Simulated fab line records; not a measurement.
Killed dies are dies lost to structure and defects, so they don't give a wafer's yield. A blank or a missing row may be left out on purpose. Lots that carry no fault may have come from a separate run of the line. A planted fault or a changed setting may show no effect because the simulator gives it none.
fab line records + flow sky130
[record]
- lots = 6
- wafers = 18
- last_day = 50
route steps=708 shown CAPM@539 PAD_OPEN@708
lots with no fault: from the same line, run without faults
start_h: hours from the record's first day to the start of the lot's first wafer shown + wait_h: hours from the lot's prior step to this one + " same as the row above + L1.1+2: one row covering several wafers at once + - no value present, or no start provided + * or withheld: withheld + < > ~ a bound
route shown NAME@n: names a module that has steps shown in the file, with the first one's number in the route + usual: mean and standard deviation over wafers with no fault + same: alike in all rows + chamber/n: place in a boat + sites: the reading at each site + _std_site: standard deviation of those values + _edge_site: the outer-site mean with the inner-site mean subtracted + radius_mm: how far each site lies from the wafer's centre + mask NAME#n: copy n + behind: the tool/chamber that last shaped the wafer + hold: reason for holding the lot/hours on hold/outcome of the hold + device: whichever transistor did not switch (one of n, p or np) + end of line: tests run on the same wafers once the route is complete + for a step that has no rows: nothing shown but its recipe + killed: count of dies lost to structure and defects at first sort (not the wafer's yield) + map: per-die view of a wafer (x killed, . not killed, _ where there is no die)
set.NAME: setting as actually run; set.NAME@STEP: the setting as run at that earlier step + model.NAME: the simulator's own value behind a step, which no gauge read
lots at selected steps of the route; one table per step, one row per wafer
services: the hour from which a tool's chamber was out of use, counted from the record's first day as start_h (under 0 if before that day), plus the number of hours and why
[[steps]]
[step SKY_CAPM_SPUTTER_02]
[recipe]
- material = TiN
- target_thk_nm = 200
- temp_c = 300
- power_w = 6500
- time_s = 166.7
- chamber_pressure_pa = 0.4
[usual]
- throttle_valve_pct = 30.0/0.71
| lot.wafer | tool           | chamber | start_h | wait_h | throttle_valve_pct |
|-----------|----------------|---------|---------|--------|--------------------|
| L146.4    | pvd_sputter-04 | -       | 871.32  | 0.0    | 30.3               |
| L146.5    | "              | -       | "       | "      | 30.3               |
| L146.6    | "              | -       | "       | "      | 29.9               |
| L149.1    | pvd_sputter-02 | -       | 886.80  | 0.1    | 30.8               |
| L149.2    | "              | -       | "       | "      | 28.5               |
| L149.6    | "              | -       | "       | "      | 30.8               |
| L155.2    | pvd_sputter-01 | -       | 931.08  | 0.0    | 29.5               |
| L155.4    | "              | -       | "       | "      | 29.0               |
| L155.6    | "              | -       | "       | "      | 29.4               |
| L164.2    | pvd_sputter-04 | -       | 1013.09 | 0.0    | 29.8               |
| L164.3    | "              | -       | "       | "      | 30.4               |
| L164.6    | "              | -       | "       | "      | 30.6               |
| L166.2    | pvd_sputter-01 | -       | 1013.88 | 0.0    | 29.5               |
| L166.4    | "              | -       | "       | "      | 29.2               |
| L166.6    | "              | -       | "       | "      | 31.3               |
| L165.1    | pvd_sputter-01 | -       | 1019.45 | 0.1    | 29.8               |
| L165.2    | "              | -       | "       | "      | 28.9               |
| L165.6    | "              | -       | "       | "      | 29.0               |
[step SKY_CAPM_RS_MEAS_03]
[recipe]
- thk_meas_gauge = four-point-probe
- reads = TiN_of_CAPM_SPUTTER_02
[usual]
- CAPM_TIN_RS = 6.88/0.072
| lot.wafer | tool          | chamber | start_h | wait_h | CAPM_TIN_RS[ohm/sq] |
|-----------|---------------|---------|---------|--------|---------------------|
| L146.4    | film_metro-04 | -       | 871.49  | 0.1    | 6.88                |
| L146.5    | "             | -       | "       | "      | 6.92                |
| L146.6    | "             | -       | "       | "      | 6.87                |
| L149.1    | film_metro-01 | -       | 886.91  | 0.1    | 6.81                |
| L149.2    | "             | -       | "       | "      | 6.76                |
| L149.6    | "             | -       | "       | "      | 6.75                |
| L155.2    | film_metro-01 | -       | 931.21  | 0.1    | 6.94                |
| L155.4    | "             | -       | "       | "      | 6.91                |
| L155.6    | "             | -       | "       | "      | 6.85                |
| L164.2    | film_metro-03 | -       | 1013.22 | 0.1    | 6.85                |
| L164.3    | "             | -       | "       | "      | 6.89                |
| L164.6    | "             | -       | "       | "      | 6.83                |
| L166.2    | film_metro-01 | -       | 1014.04 | 0.1    | 6.88                |
| L166.4    | "             | -       | "       | "      | 6.89                |
| L166.6    | "             | -       | "       | "      | 6.91                |
| L165.1    | film_metro-03 | -       | 1019.56 | 0.1    | 6.89                |
| L165.2    | "             | -       | "       | "      | 6.87                |
| L165.6    | "             | -       | "       | "      | 6.92                |
[step SKY_CAPM_THK_MEAS_04]
[recipe]
- thk_meas_gauge = xrf
- reads = TiN_of_CAPM_SPUTTER_02
[usual]
- CAPM_TIN_THK = 202.0/2
| lot.wafer | tool          | chamber | start_h | wait_h | CAPM_TIN_THK[nm] |
|-----------|---------------|---------|---------|--------|------------------|
| L146.4    | film_metro-04 | -       | 871.58  | 0.1    | 200.4            |
| L146.5    | "             | -       | "       | "      | 199.4            |
| L146.6    | "             | -       | "       | "      | 200.2            |
| L149.1    | film_metro-01 | -       | 887.03  | 0.1    | 203.9            |
| L149.2    | "             | -       | "       | "      | 205.9            |
| L149.6    | "             | -       | "       | "      | 204.8            |
| L155.2    | film_metro-01 | -       | 931.32  | 0.1    | 201.0            |
| L155.4    | "             | -       | "       | "      | 201.3            |
| L155.6    | "             | -       | "       | "      | 202.3            |
| L164.2    | film_metro-03 | -       | 1013.33 | 0.1    | 203.9            |
| L164.3    | "             | -       | "       | "      | 203.8            |
| L164.6    | "             | -       | "       | "      | 203.4            |
| L166.2    | film_metro-01 | -       | 1014.15 | 0.1    | 200.9            |
| L166.4    | "             | -       | "       | "      | 200.6            |
| L166.6    | "             | -       | "       | "      | 199.6            |
| L165.1    | film_metro-03 | -       | 1019.68 | 0.1    | 202.7            |
| L165.2    | "             | -       | "       | "      | 203.6            |
| L165.6    | "             | -       | "       | "      | 201.4            |
[step SKY_CAPM_DEHYDRATE_05]
[recipe]
- temp_c = 200
- time_s = 60
[step SKY_CAPM_HMDS_06]
[recipe]
- prime_time_s = 60
- prime_temp_c = 120
[step SKY_CAPM_COAT_07]
[recipe]
- resist = NOVOLAK
- spin_rpm = 3000
- resist_thk_nm = 1140
[step SKY_CAPM_SOFTBAKE_08]
[recipe]
- temp_c = 90
- time_s = 60
- resist = NOVOLAK
[step SKY_CAPM_EXPOSE_09]
[recipe]
- mask_id = CAPM
- na = 0.6
- source_shape = conventional
- sigma_outer = 0.6
- polarization = unpolarized
- target_cd_nm = 1000
- dose_mj = 159
[step SKY_CAPM_PEB_10]
[recipe]
- temp_c = withheld
- time_s = *
- resist = NOVOLAK
[step SKY_CAPM_DEVELOP_11]
[recipe]
- resist = NOVOLAK
- developer = TMAH
- develop_time_s = 60
- dev_temp_c = 23
[step SKY_CAPM_OVL_MEAS_12]
[usual]
- CAPM_OVL = 0.1/1.5
| lot.wafer | tool       | chamber | start_h | wait_h | CAPM_OVL[nm] |
|-----------|------------|---------|---------|--------|--------------|
| L146.4    | overlay-02 | -       | 896.39  | 0.1    | 1.4          |
| L146.5    | "          | -       | "       | "      | 1.4          |
| L146.6    | "          | -       | "       | "      | -0.5         |
| L149.1    | overlay-01 | -       | 912.02  | 0.1    | 1.6          |
| L149.2    | "          | -       | "       | "      | 0.5          |
| L149.6    | "          | -       | "       | "      | 1.0          |
| L155.2    | overlay-01 | -       | 960.33  | 0.1    | 0.9          |
| L155.4    | "          | -       | "       | "      | 2.1          |
| L155.6    | "          | -       | "       | "      | -1.4         |
| L164.2    | overlay-02 | -       | 1035.11 | 0.1    | 0.0          |
| L164.3    | "          | -       | "       | "      | -1.2         |
| L164.6    | "          | -       | "       | "      | 1.2          |
| L166.2    | overlay-01 | -       | 1036.28 | 0.1    | 0.7          |
| L166.4    | "          | -       | "       | "      | 1.6          |
| L166.6    | "          | -       | "       | "      | 2.1          |
| L165.1    | overlay-01 | -       | 1041.38 | 0.1    | 0.5          |
| L165.2    | "          | -       | "       | "      | 0.3          |
| L165.6    | "          | -       | "       | "      | -1.2         |
[step SKY_CAPM_METAL_ETCH_13]
[recipe]
- target_depth_nm = 220
- stop_on = SiO2
- chemistry = Cl2/BCl3
- target = TiN
- pressure_mtorr = 10
- icp_w = 900
- bias_w = 49.79
- Cl2_flow_sccm = 60
- bcl3_flow_sccm = 30
- time_s = 62.9
[usual]
- drypump_motor_current_A = 5.8/0.35
- oes_product_au = 0.944/0.0073
- rf_fwd_power_W = 894/3.3
- throttle_valve_pct = 21.899/0.01
| lot.wafer | tool         | chamber | start_h | wait_h | drypump_motor_current_A | oes_product_au | rf_fwd_power_W | rf_hours_counter_h | throttle_valve_pct |
|-----------|--------------|---------|---------|--------|-------------------------|----------------|----------------|--------------------|--------------------|
| L146.4    | rie_metal-02 | 1       | 896.43  | 0.0    | 6.0                     | 0.946          | 897            | -                  | 21.890             |
| L146.5    | "            | 1       | "       | "      | 6.0                     | 0.945          | 898            | -                  | 21.891             |
| L146.6    | "            | 0       | "       | "      | 5.6                     | 0.948          | 898            | -                  | 21.914             |
| L149.1    | rie_metal-02 | 0       | 912.05  | 0.0    | 5.6                     | 0.945          | 894            | 9                  | 21.905             |
| L149.2    | "            | 1       | "       | "      | 6.0                     | 0.955          | 896            | 3                  | 21.891             |
| L149.6    | "            | 1       | "       | "      | 6.0                     | 0.945          | 898            | -                  | 21.878             |
| L155.2    | rie_metal-02 | 1       | 960.36  | 0.0    | 6.0                     | 0.940          | 890            | 6                  | 21.901             |
| L155.4    | "            | 0       | "       | "      | 5.6                     | 0.937          | 894            | -                  | 21.899             |
| L155.6    | "            | 1       | "       | "      | 6.0                     | 0.948          | 892            | -                  | 21.890             |
| L164.2    | rie_metal-01 | 0       | 1035.16 | 0.0    | 5.4                     | 0.942          | 895            | -                  | 21.899             |
| L164.3    | "            | 0       | "       | "      | 5.4                     | 0.952          | 898            | -                  | 21.904             |
| L164.6    | "            | 0       | "       | "      | 5.4                     | 0.951          | 896            | -                  | 21.911             |
| L166.2    | rie_metal-02 | 1       | 1036.31 | 0.0    | 6.0                     | 0.938          | 896            | 10                 | 21.881             |
| L166.4    | "            | 1       | "       | "      | 6.0                     | 0.941          | 900            | -                  | 21.913             |
| L166.6    | "            | 1       | "       | "      | 6.0                     | 0.938          | 903            | -                  | 21.907             |
| L165.1    | rie_metal-02 | 0       | 1041.41 | 0.0    | 5.6                     | 0.949          | 898            | 16                 | 21.900             |
| L165.2    | "            | 1       | "       | "      | 6.0                     | 0.946          | 893            | 10                 | 21.905             |
| L165.6    | "            | 1       | "       | "      | 6.0                     | 0.945          | 897            | -                  | 21.889             |
[step SKY_CAPM_STRIP_14]
[recipe]
- chemistry = O2/N2
- power_w = 1400
- pressure_mtorr = 1500
- platen_temp_c = withheld
- o2_flow_sccm = 3000
- n2_flow_sccm = 300
- overash_fraction = 0.5
[usual]
- chamber_pressure_mTorr = 1499.9/1.3
- drypump_motor_current_A = 5.8/0.51
- oes_product_au = 0.710/0.0049
- strip_time_to_endpoint_s = 12.63/0.036
| lot.wafer | tool            | chamber | start_h | wait_h | chamber_pressure_mTorr | drypump_motor_current_A | oes_product_au | rf_hours_counter_h | strip_time_to_endpoint_s | model.NOVOLAK_of_CAPM_COAT_07.thk_nm |
|-----------|-----------------|---------|---------|--------|------------------------|-------------------------|----------------|--------------------|--------------------------|--------------------------------------|
| L146.4    | plasma_asher-04 | 0       | 896.52  | 0.1    | 1498.5                 | 6.1                     | 0.714          | -                  | 12.64                    | 0                                    |
| L146.5    | "               | 0       | "       | "      | 1500.8                 | 6.1                     | 0.703          | -                  | 12.57                    | 0                                    |
| L146.6    | "               | 1       | "       | "      | 1497.1                 | 5.1                     | 0.708          | -                  | 12.58                    | 0                                    |
| L149.1    | plasma_asher-03 | 1       | 912.13  | 0.1    | 1500.7                 | 6.5                     | 0.710          | 100                | 12.65                    | 0                                    |
| L149.2    | "               | 0       | "       | "      | 1499.8                 | 5.5                     | 0.711          | 100                | 12.66                    | 0                                    |
| L149.6    | "               | 0       | "       | "      | 1498.5                 | 5.5                     | 0.717          | -                  | 12.64                    | 0                                    |
| L155.2    | plasma_asher-04 | 0       | 960.49  | 0.1    | 1500.4                 | 6.2                     | 0.715          | 53                 | 12.62                    | 0                                    |
| L155.4    | "               | 1       | "       | "      | 1500.0                 | 5.2                     | 0.704          | -                  | 12.59                    | 0                                    |
| L155.6    | "               | 0       | "       | "      | 1498.2                 | 6.2                     | 0.713          | -                  | 12.58                    | 0                                    |
| L164.2    | plasma_asher-01 | 0       | 1035.29 | 0.1    | -                      | -                       | -              | -                  | -                        | 989.5                                |
| L164.3    | "               | 1       | "       | "      | -                      | -                       | -              | -                  | -                        | 991                                  |
| L164.6    | "               | 1       | "       | "      | -                      | -                       | -              | -                  | -                        | 987.9                                |
| L166.2    | plasma_asher-01 | 1       | 1036.39 | 0.1    | 1499.0                 | 6.5                     | 0.698          | 96                 | 12.64                    | 0                                    |
| L166.4    | "               | 1       | "       | "      | 1501.4                 | 6.4                     | 0.714          | -                  | 12.62                    | 0                                    |
| L166.6    | "               | 0       | "       | "      | 1499.5                 | 5.5                     | 0.718          | -                  | 12.63                    | 0                                    |
| L165.1    | plasma_asher-04 | 1       | 1041.49 | 0.1    | -                      | -                       | -              | -                  | -                        | 991.6                                |
| L165.2    | "               | 0       | "       | "      | -                      | -                       | -              | -                  | -                        | 992.6                                |
| L165.6    | "               | 0       | "       | "      | -                      | -                       | -              | -                  | -                        | 994.5                                |
[step SKY_CAPM_STRIP_15]
[recipe]
- chemistry = post_etch_residue_remover
- time_s = 1200
- temp_c = 72.5
[step SKY_PAD_OPEN_PROBE_99]
[usual]
- defect_limited_yield = 82.5/1.8
- killed_at_M0_to_M3 = 43/5.9
- killed_at_M4_up = 3.3/1.9
- killed_at_contacts = 24/5.6
- killed_at_front_end = 15/4.1
- killed_at_other = 0.4/0.66
- killed_dies = 86/9
- killed_on_rim = 17/3.7
- killed_open = 47/6.9
- killed_short = 39/6.2
- sort_bin_3_pad_short = 0.9/0.45
- sort_bin_5_function = 10.3/1.4
- sort_bin_6_memory = 6.3/1.2
- sort_n_pass = 406/9
- sort_yield_pct = 82.5/1.8
[same]
- gross_dies = 492
- killed_at_back_side = 0
- sort_bin_4_leakage[%] = 0
- sort_bin_8_speed[%] = 0
| lot.wafer | tool      | chamber | start_h | wait_h | defect_limited_yield[%] | killed_at_M0_to_M3 | killed_at_M4_up | killed_at_contacts | killed_at_front_end | killed_at_other | killed_dies | killed_on_rim | killed_open | killed_short | sort_bin_3_pad_short[%] | sort_bin_5_function[%] | sort_bin_6_memory[%] | sort_n_pass | sort_yield_pct[%] |
|-----------|-----------|---------|---------|--------|-------------------------|--------------------|-----------------|--------------------|---------------------|-----------------|-------------|---------------|-------------|--------------|-------------------------|------------------------|----------------------|-------------|-------------------|
| L149.1    | prober-01 | -       | 1105.80 | 0.1    | 83.9                    | 39                 | 0               | 25                 | 15                  | 0               | 79          | 20            | 50          | 28           | 0.4                     | 8.9                    | 6.7                  | 413         | 83.9              |
| L149.2    | prober-01 | -       | 1105.85 | 0.1    | 84.1                    | 45                 | 2               | 21                 | 10                  | 0               | 78          | 20            | 38          | 39           | 1.2                     | 10.0                   | 4.7                  | 414         | 84.1              |
| L149.6    | prober-01 | -       | 1106.05 | 0.2    | 81.7                    | 45                 | 2               | 27                 | 16                  | 0               | 90          | 15            | 52          | 36           | 0.6                     | 11.0                   | 6.7                  | 402         | 81.7              |
| L155.2    | prober-02 | -       | 1145.77 | 0.1    | 82.9                    | 42                 | 3               | 25                 | 13                  | 1               | 84          | 15            | 41          | 43           | 0.6                     | 11.2                   | 5.3                  | 408         | 82.9              |
| L155.4    | prober-02 | -       | 1145.87 | 0.2    | 84.6                    | 34                 | 3               | 28                 | 11                  | 0               | 76          | 14            | 42          | 34           | 0.4                     | 9.6                    | 5.5                  | 416         | 84.6              |
| L155.6    | prober-02 | -       | 1145.97 | 0.2    | 84.1                    | 36                 | 0               | 34                 | 8                   | 0               | 78          | 21            | 45          | 33           | 0.8                     | 10.0                   | 5.1                  | 414         | 84.1              |
| L164.2    | prober-02 | -       | 1199.26 | 0.1    | 0.4                     | 5                  | 3               | 4                  | 4                   | 474             | 490         | 96            | 6           | 10           | 23.2                    | 74.2                   | 2.2                  | 2           | 0.4               |
| L164.3    | prober-02 | -       | 1199.31 | 0.2    | 0.6                     | 8                  | 1               | 4                  | 2                   | 474             | 489         | 94            | 9           | 6            | 24.2                    | 72.6                   | 2.6                  | 3           | 0.6               |
| L164.6    | prober-02 | -       | 1199.46 | 0.2    | 0.6                     | 9                  | 0               | 3                  | 5                   | 472             | 489         | 96            | 11          | 6            | 27.0                    | 70.3                   | 2.0                  | 3           | 0.6               |
| L166.2    | prober-01 | -       | 1200.40 | 0.1    | 86.2                    | 35                 | 3               | 19                 | 11                  | 0               | 68          | 8             | 40          | 28           | 1.0                     | 6.7                    | 6.1                  | 424         | 86.2              |
| L166.4    | prober-01 | -       | 1200.50 | 0.2    | 84.1                    | 41                 | 2               | 22                 | 13                  | 0               | 78          | 20            | 46          | 32           | 0.8                     | 8.1                    | 6.9                  | 414         | 84.1              |
| L166.6    | prober-01 | -       | 1200.60 | 0.2    | 83.7                    | 40                 | 1               | 24                 | 15                  | 0               | 80          | 18            | 41          | 39           | 1.0                     | 9.6                    | 5.7                  | 412         | 83.7              |
| L165.1    | prober-01 | -       | 1202.97 | 0.1    | 0                       | 9                  | 0               | 4                  | 1                   | 478             | 492         | 96            | 9           | 5            | 25.8                    | 71.7                   | 2.4                  | 0           | 0                 |
| L165.2    | prober-01 | -       | 1203.02 | 0.1    | 0.4                     | 7                  | 2               | 3                  | 5                   | 473             | 490         | 96            | 10          | 7            | 24.0                    | 72.8                   | 2.8                  | 2           | 0.4               |
| L165.6    | prober-01 | -       | 1203.22 | 0.2    | 0.4                     | 7                  | 0               | 1                  | 5                   | 477             | 490         | 96            | 2           | 10           | 26.8                    | 69.9                   | 2.8                  | 2           | 0.4               |
// killed by level:class
L149.1 CONTACT:geometric_particle:open=12 VIA1:geometric_particle:open=10 CONTACT:geometric_particle:short=7 VIA2:geometric_particle:open=6 VIA3:geometric_particle:open=6 SPACER:geometric_particle:open=5 METAL1:geometric_particle:short=4 VIA2:geometric_particle:short=4
L149.2 METAL1:geometric_particle:short=9 CONTACT:geometric_particle:open=9 METAL2:geometric_particle:short=7 VIA2:geometric_particle:open=6 VIA1:geometric_particle:short=5 VIA1:geometric_particle:open=5 CONTACT:geometric_particle:short=4 METAL3:geometric_particle:short=4
L149.6 CONTACT:geometric_particle:open=13 VIA1:geometric_particle:open=12 METAL2:geometric_particle:short=8 LI_CONTACT:geometric_particle:open=6 CONTACT:geometric_particle:short=5 VIA2:geometric_particle:open=5 VIA3:geometric_particle:open=5 POLY_GATE:geometric_particle:short=4
L155.2 LI_CONTACT:geometric_particle:open=12 VIA1:geometric_particle:short=10 METAL2:geometric_particle:short=7 VIA2:geometric_particle:open=7 VIA1:geometric_particle:open=6 CONTACT:geometric_particle:open=5 POLY_GATE:geometric_particle:open=4 LOCAL_INTERCONNECT:geometric_particle:short=4
L155.4 CONTACT:geometric_particle:open=12 LI_CONTACT:geometric_particle:open=9 METAL2:geometric_particle:short=7 METAL1:geometric_particle:short=6 VIA1:geometric_particle:open=5 POLY_GATE:geometric_particle:open=4 VIA1:geometric_particle:short=4 FIELD_ISO:geometric_particle:open=3
L155.6 LI_CONTACT:geometric_particle:open=11 CONTACT:geometric_particle:open=10 VIA1:geometric_particle:open=9 METAL2:geometric_particle:short=7 LOCAL_INTERCONNECT:geometric_particle:short=6 VIA1:geometric_particle:short=5 VIA3:geometric_particle:open=5 LI_CONTACT:geometric_particle:short=3
L164.2 CAPM:plasma_strip_residue=474 METAL4:geometric_particle:short=3 POLY_GATE:geometric_particle:open=2 LI_CONTACT:geometric_particle:short=2 METAL2:geometric_particle:short=2 POLY_GATE:geometric_particle:short=1 SPACER:geometric_particle:short=1 LI_CONTACT:geometric_particle:open=1
L164.3 CAPM:plasma_strip_residue=474 VIA2:geometric_particle:open=2 VIA1:geometric_particle:open=2 CONTACT:geometric_particle:open=2 METAL2:geometric_particle:short=2 SONOS_ONO:geometric_particle:open=1 SPACER:geometric_particle:open=1 LI_CONTACT:geometric_particle:open=1
L164.6 CAPM:plasma_strip_residue=472 VIA2:geometric_particle:open=4 FIELD_ISO:geometric_particle:short=2 CONTACT:geometric_particle:open=2 VIA2:geometric_particle:short=2 FIELD_ISO:geometric_particle:open=1 METAL1:geometric_particle:open=1 POLY_GATE:geometric_particle:open=1
L166.2 VIA1:geometric_particle:open=12 CONTACT:geometric_particle:open=9 LI_CONTACT:geometric_particle:open=6 FIELD_ISO:geometric_particle:short=5 VIA3:geometric_particle:open=4 FIELD_ISO:geometric_particle:open=3 METAL3:geometric_particle:short=3 VIA2:geometric_particle:short=3
L166.4 CONTACT:geometric_particle:open=13 VIA1:geometric_particle:open=7 VIA1:geometric_particle:short=5 LI_CONTACT:geometric_particle:open=5 VIA2:geometric_particle:open=5 VIA2:geometric_particle:short=5 VIA3:geometric_particle:open=5 POLY_GATE:geometric_particle:open=4
L166.6 VIA3:geometric_particle:open=8 POLY_GATE:geometric_particle:short=7 LI_CONTACT:geometric_particle:open=7 VIA1:geometric_particle:open=7 VIA2:geometric_particle:open=7 LOCAL_INTERCONNECT:geometric_particle:short=5 CONTACT:geometric_particle:open=5 LI_CONTACT:geometric_particle:short=4
L165.1 CAPM:plasma_strip_residue=478 VIA1:geometric_particle:open=3 CONTACT:geometric_particle:open=2 CONTACT:geometric_particle:short=2 VIA2:geometric_particle:open=2 FIELD_ISO:geometric_particle:open=1 METAL1:geometric_particle:short=1 METAL1:geometric_particle:open=1
L165.2 CAPM:plasma_strip_residue=473 FIELD_ISO:geometric_particle:open=2 LI_CONTACT:geometric_particle:short=2 VIA3:geometric_particle:open=2 POLY_GATE:geometric_particle:short=1 POLY_GATE:geometric_particle:open=1 SPACER:geometric_particle:open=1 METAL4:geometric_particle:short=1
L165.6 CAPM:plasma_strip_residue=477 METAL1:geometric_particle:short=2 METAL2:geometric_particle:short=2 FIELD_ISO:geometric_particle:open=1 FIELD_ISO:geometric_particle:short=1 POLY_GATE:geometric_particle:short=1 SPACER:geometric_particle:short=1 LOCAL_INTERCONNECT:geometric_particle:short=1
// map L164.2 (x killed, . not)
__________xxxxxxxxxx_________
________xxxxxxxxxxxxxx_______
______xxxxxxxxxxxxxxxxxx_____
_____xxxxxxxxxxxxxxxxxxxx____
____xxxxxxxxxxxxxxxxxxxxxx___
___xxxxxxxxxxxxxxxxxxxxxxxx__
__xxxxxxxxxxxxxxxxxxxxxxxxxx_
_xxxxxxxxxxxxxxxxxxxxxxxxxxxx
_xxxxxxxxxxxxxxxxxxxxxxxxxxxx
_xxxxxxxxxxxxxxxxxxxxxxxxxxxx
_xxxxxxxxxxxxxxxxxxxxxxxxxxxx
_xxxxxxxxx.xxxxxxxxxxxxxxxxxx
_xxxxxxxxxxxxxxxxxxxxxxxxxxxx
_xxxxxxxxxxxxxxxxxxxxxxxxxxxx
_xxxxxxxxxxxxx.xxxxxxxxxxxxxx
__xxxxxxxxxxxxxxxxxxxxxxxxxx_
___xxxxxxxxxxxxxxxxxxxxxxxx__
____xxxxxxxxxxxxxxxxxxxxxx___
_____xxxxxxxxxxxxxxxxxxxx____
______xxxxxxxxxxxxxxxxxx_____
________xxxxxxxxxxxxxx_______
__________xxxxxxxxxx_________
// map L165.1 (x killed, . not)
__________xxxxxxxxxx_________
________xxxxxxxxxxxxxx_______
______xxxxxxxxxxxxxxxxxx_____
_____xxxxxxxxxxxxxxxxxxxx____
____xxxxxxxxxxxxxxxxxxxxxx___
___xxxxxxxxxxxxxxxxxxxxxxxx__
__xxxxxxxxxxxxxxxxxxxxxxxxxx_
_xxxxxxxxxxxxxxxxxxxxxxxxxxxx
_xxxxxxxxxxxxxxxxxxxxxxxxxxxx
_xxxxxxxxxxxxxxxxxxxxxxxxxxxx
_xxxxxxxxxxxxxxxxxxxxxxxxxxxx
_xxxxxxxxxxxxxxxxxxxxxxxxxxxx
_xxxxxxxxxxxxxxxxxxxxxxxxxxxx
_xxxxxxxxxxxxxxxxxxxxxxxxxxxx
_xxxxxxxxxxxxxxxxxxxxxxxxxxxx
__xxxxxxxxxxxxxxxxxxxxxxxxxx_
___xxxxxxxxxxxxxxxxxxxxxxxx__
____xxxxxxxxxxxxxxxxxxxxxx___
_____xxxxxxxxxxxxxxxxxxxx____
______xxxxxxxxxxxxxxxxxx_____
________xxxxxxxxxxxxxx_______
__________xxxxxxxxxx_________
[[services]]
| tool            | chamber | start_h | hours | kind                   |
|-----------------|---------|---------|-------|------------------------|
| rie_metal-01    | -       | 854.11  | 0.7   | repair                 |
| pvd_sputter-01  | 1       | 880.30  | -     | consumable_replace:kit |
| pvd_sputter-01  | 1       | 880.30  | 18.0  | scheduled_down         |
| pvd_sputter-01  | 1       | 880.30  | 18.0  | vent_cycle             |
| pvd_sputter-04  | -       | 889.97  | 1.9   | repair                 |
| rie_metal-02    | -       | 899.17  | 2.8   | pm                     |
| pvd_sputter-02  | -       | 899.78  | 9.3   | repair                 |
| rie_metal-01    | 0       | 905.86  | 4.1   | repair                 |
| rie_metal-01    | -       | 908.66  | 3.4   | repair                 |
| rie_metal-01    | 0       | 913.69  | -     | clean                  |
| rie_metal-01    | 0       | 913.69  | 17.4  | scheduled_down         |
| pvd_sputter-04  | -       | 950.55  | 2.1   | repair                 |
| rie_metal-01    | -       | 952.88  | 0.2   | repair                 |
| plasma_asher-01 | -       | 958.02  | 2.6   | repair                 |
| plasma_asher-01 | -       | 963.67  | 7.7   | repair                 |
| pvd_sputter-04  | 2       | 971.80  | -     | consumable_replace:kit |
| pvd_sputter-04  | 2       | 971.80  | 18.0  | scheduled_down         |
| pvd_sputter-04  | 2       | 971.80  | 18.0  | vent_cycle             |
| plasma_asher-03 | -       | 983.04  | 53.2  | repair                 |
| rie_metal-01    | 1       | 1024.74 | 18.7  | repair                 |
| pvd_sputter-01  | 0       | 1031.86 | -     | consumable_replace:kit |
| pvd_sputter-01  | 0       | 1031.86 | 18.0  | scheduled_down         |
| pvd_sputter-01  | 0       | 1031.86 | 18.0  | vent_cycle             |
| pvd_sputter-02  | -       | 1037.95 | 4.3   | repair                 |
[[key]]
[first_sign]
- step = SKY_CAPM_STRIP_14
- reading = tool_record
- direction = missing
[effect]
- step = SKY_PAD_OPEN_PROBE_99
- reading = killed_at_other
- direction = up
- sigmas = 99+
- usual = 0.4
- struck = 474.7
[model_effect]
- step = SKY_CAPM_STRIP_14
- value = NOVOLAK_of_CAPM_COAT_07.thk_nm
- without = 0
- struck = 991.2
met_at SKY_CAPM_STRIP_14
struck_wafers L164.2,L164.3,L164.6,L165.1,L165.2,L165.6
later_rows_left_out L164.2,L164.3,L164.6,L165.1,L165.2,L165.6
onset_between 960.49 1035.29
[fault]
- kind = skipped_step_whole
- tool = plasma_asher-01,plasma_asher-04
- chamber = -
- onset_h = 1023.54
- steps = SKY_CAPM_STRIP_14
- scope = struck_lots_only
// later_rows_left_out: the simulator's readings of these wafers behind a module that went badly wrong aren't trusted and aren't shown, but for the sort
